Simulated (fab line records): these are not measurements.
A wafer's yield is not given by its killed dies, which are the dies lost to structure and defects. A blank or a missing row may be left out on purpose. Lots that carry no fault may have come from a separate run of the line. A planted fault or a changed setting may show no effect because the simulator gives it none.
The same fault as seen by 2 desks    flow gf180mcu    each desk has only its own numbers; what lay behind them comes last

METROLOGY DESK
Lot by lot, what the gauges showed, no matter which tool ran the lot: averages of those sampled wafers that carry a number. If a lot's mean is further than 4 standard deviations from the usual mean, the lot is out of limits and carries the mark OUT (the distance appears in the brackets).
Columns: A = PSD_TW at GF_PSD_TW_MEAS_11, usual 3194; B = PSD_RS at GF_PSD_RS_MEAS_15, usual 108.7 ohm/sq; C = CONTACT_OVL at GF_CONTACT_OVL_MEAS_15, usual -1 nm
lot   first seen here  A                B                C
L302  day 14 10:37     3155             108.5            1
L303  day 14 23:37     3191             108.9            5
L305  day 15 22:47     3205             108.4            2
L312  day 17 19:20     2981 (-5.5) OUT  123.4 (+43) OUT  5
L313  day 18 05:24     3232             109.3            4
L314  day 18 17:17     3060             124.0 (+45) OUT  -3
L315  day 18 19:32     2967 (-5.8) OUT  123.2 (+43) OUT  -4
L318  day 20 02:43     3223             108.4            -1
L321  day 20 23:55     3165             108.4            -4
L323  day 21 08:52     3178             108.3            -6
L325  day 21 17:50     3253             108.5            1
This desk finds L312, L314, L315 out of limits, with the earliest case on L312 at day 17 19:20 (PSD_TW at GF_PSD_TW_MEAS_11). In limits: L302, L303, L305, L313, L318, L321, L323, L325.

THE TOOL OWNER'S DESK: implanter-02
For each lot that ran on this tool, the mean over its sampled wafers that have a number, from the tool's own readings at GF_PSD_IMPLANT_09. If a lot's mean is further than 4 standard deviations from the usual mean, the lot is out of limits and carries the mark OUT (the distance appears in the brackets).
Columns: A = dose-ions-cm2 at GF_PSD_IMPLANT_09, usual 1.4998e+15; B = end-station-pressure-torr at GF_PSD_IMPLANT_09, usual 1.17e-05 Torr; C = faraday-current-uA at GF_PSD_IMPLANT_09, usual 8252; D = tilt-deg at GF_PSD_IMPLANT_09, usual 6.998 degrees
lot   first seen here  A                             B         C               D
L302  day 14 10:23     1.5022e+15                    1.17e-05  8355            6.972
L312  day 17 19:05     1.1458e+15 (-99 or more) OUT  1.03e-05  6411 (-11) OUT  7.001
L314  day 18 17:02     1.1451e+15 (-99 or more) OUT  1.01e-05  6419 (-11) OUT  6.988
L315  day 18 19:20     1.1464e+15 (-99 or more) OUT  1.01e-05  6383 (-11) OUT  6.984
L325  day 21 17:38     1.5003e+15                    1.15e-05  8279            6.999
This desk's finding: out of limits on L312, L314, L315; first on L312, day 17 19:05 (dose-ions-cm2 at GF_PSD_IMPLANT_09). In limits: L302, L325.

BROUGHT TOGETHER
An alarm could have come from the tool owner's desk at day 17 19:05, on L312, L314, L315.
At day 17 19:20 the metrology desk could have sounded an alarm, on L312, L314, L315.
On implanter-02, each named lot ran GF_PSD_IMPLANT_09.

WHAT THE SIMULATOR HAD PUT IN
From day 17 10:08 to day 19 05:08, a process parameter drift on implanter-02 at GF_PSD_IMPLANT_09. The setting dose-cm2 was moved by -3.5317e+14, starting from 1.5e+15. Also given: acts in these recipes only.
Shown lots that were struck: L312, L314, L315.
Fault start to first reading out of limits, in hours, per desk: tool owner, 9; metrology, 9.
